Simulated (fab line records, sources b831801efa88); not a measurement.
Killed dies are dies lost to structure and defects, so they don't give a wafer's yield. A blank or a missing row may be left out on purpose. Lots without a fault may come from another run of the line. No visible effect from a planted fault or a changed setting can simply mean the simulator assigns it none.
A struck lot beside a sound one    flow sky130    17 steps out of a route of 708
Sound: wafers L328.2, L328.3, L328.4. Struck: wafers L340.1, L340.2, L340.6. Last of all comes the cause.
Per side, at each step with rows, come the tool, then ch with its chambers, and then its first start. Under that, the readings that differ: sound wafers    struck wafers    difference of the means    sigmas: that difference in standard deviations of wafers without a fault.
alike: same words and numbers on both sides, and readings whose means sit less than 2 such deviations apart. not compared: any withheld reading, any reading some wafer has no value for, any bound like >300 that may hide the same value, and any number with overlapping values for which the record gives no deviation.
The two part at a step that has a row with sigmas, a row that says differs or no value, or rows on one side only. Non-overlapping numbers with no deviation appear without sigmas and do not part them. A reading that every wafer of one side lacks parts them only if that side has two wafers or more.

SKY_LDD_HVN_OVL_MEAS_07:
  sound on overlay-02, day 22 03:19; struck on overlay-02, day 26 17:17
  alike: LDD_HVN_OVL
after that, 1 step had no rows for these wafers: SKY_LDD_HVN_IMPLANT_08.
SKY_LDD_HVN_STRIP_09: strips in O2/N2.
  sound on plasma-asher-01 ch 0,1, day 22 03:30; struck on plasma-asher-01 ch 0,1, day 26 17:28
  alike: drypump-motor-current-A, oes-product-au, strip-time-to-endpoint-s
  not compared: rf-hours-counter-h
SKY_LDD_HVN_TW_MEAS_10:
  sound on film-metro-02, day 22 03:37; struck on film-metro-04, day 26 17:34
  alike: LDD_HVN_TW
then, 7 steps without rows for these wafers: SKY_LDD_HVP_DEHYDRATE_00 (time 60 s); SKY_LDD_HVP_HMDS_01 (prime time 60 s); SKY_LDD_HVP_COAT_02 (resist thk 300 nm); SKY_LDD_HVP_SOFTBAKE_03 (time 60 s); SKY_LDD_HVP_EXPOSE_04 (exposes mask HVPTM, target cd 700 nm); SKY_LDD_HVP_PEB_05; SKY_LDD_HVP_DEVELOP_06 (develop time 60 s).
SKY_LDD_HVP_OVL_MEAS_07:
  sound on overlay-02, day 23 08:52; struck on overlay-01, day 27 22:40
  alike: LDD_HVP_OVL
SKY_LDD_HVP_IMPLANT_08:
  sound on implanter-04 ch 0, day 23 08:56; struck on implanter-04 ch 0, day 27 22:42
reading             sound                             struck                            difference   sigmas
dose-ions-cm2       1.7007e+13 1.7029e+13 1.6985e+13  8.5508e+13 8.5519e+13 8.5506e+13  +6.8504e+13  +99 or more
faraday-current-uA  97.7 94.9 97.7                    494.0 492.8 481.1                 +392.5       +99 or more
  alike: beam-on-s
SKY_LDD_HVP_STRIP_09: strips in O2/N2.
  sound on plasma-asher-03 ch 0,1, day 23 09:03; struck on plasma-asher-04 ch 0,1, day 27 22:51
  alike: drypump-motor-current-A, oes-product-au, strip-time-to-endpoint-s
  not compared: rf-hours-counter-h
SKY_LDD_HVP_TW_MEAS_10:
  sound on film-metro-03, day 23 09:10; struck on film-metro-01, day 27 22:57
reading     sound        struck       difference  sigmas
LDD_HVP_TW  459 458 455  763 767 765  +308        +57
then, 1 step without rows for these wafers: SKY_LDD_LDN_DEHYDRATE_00 (time 60 s).
-- here the record skips 22 days between the struck wafers' starts before and after, leaving off in module LDD_LDN and picking up in module PAD_OPEN (first step shown: number 708 of the route) --
SKY_PAD_OPEN_PROBE_99:
  sound on prober-01, day 47 01:33; struck on prober-01, day 50 02:40
reading                                    sound                struck               difference  sigmas
model.etest.tip_p_5v.rs-ohm-sq             2862 2896 2892       914.2 917 911.5      -1969.1     
model.etest.pfet-g5v0d10v5.r-on-ohm-um     4790 4782 4787       4062 4111 4106       -693        
model.etest.tip_p_5v.rs-ohm-sq-range       96.36 114.6 97.6     30.85 28.83 40.64    -69.41      
model.etest.pfet-g5v0d10v5.drive-ua-um     332.9 336.7 337.8    403.8 395.5 394.3    +62.1       
model.etest.res-pdiff-hv.rs-ohm-sq         192.1 192.9 192.5    177.7 178.1 177.6    -14.7       
model.etest.pfet-g5v0d10v5.off-log10-a-um  -13.15 -13.1 -13.33  -9.736 -10.1 -10.16  +3.195      
model.etest.ring_5v.delay-ps               44.57 44.55 44.34    42.06 42.53 42.39    -2.16       
  alike: killed_at_M0_to_M3, killed_at_M4_up, killed-at-contacts, killed-at-front-end, killed-at-other, killed-dies, killed-open, killed-short
  not compared: model.etest.pfet_16v.drive-ua-um

== WHERE THEY PART ==
Earliest at SKY_LDD_HVP_IMPLANT_08; latest, in this record, at SKY_LDD_HVP_TW_MEAS_10. Later steps at which nothing parts them and some readings are alike: SKY_PAD_OPEN_PROBE_99.

WHY: the cause the simulator had injected
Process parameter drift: implanter-04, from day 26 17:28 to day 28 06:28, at SKY_LDD_HVP_IMPLANT_08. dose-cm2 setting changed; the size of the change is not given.
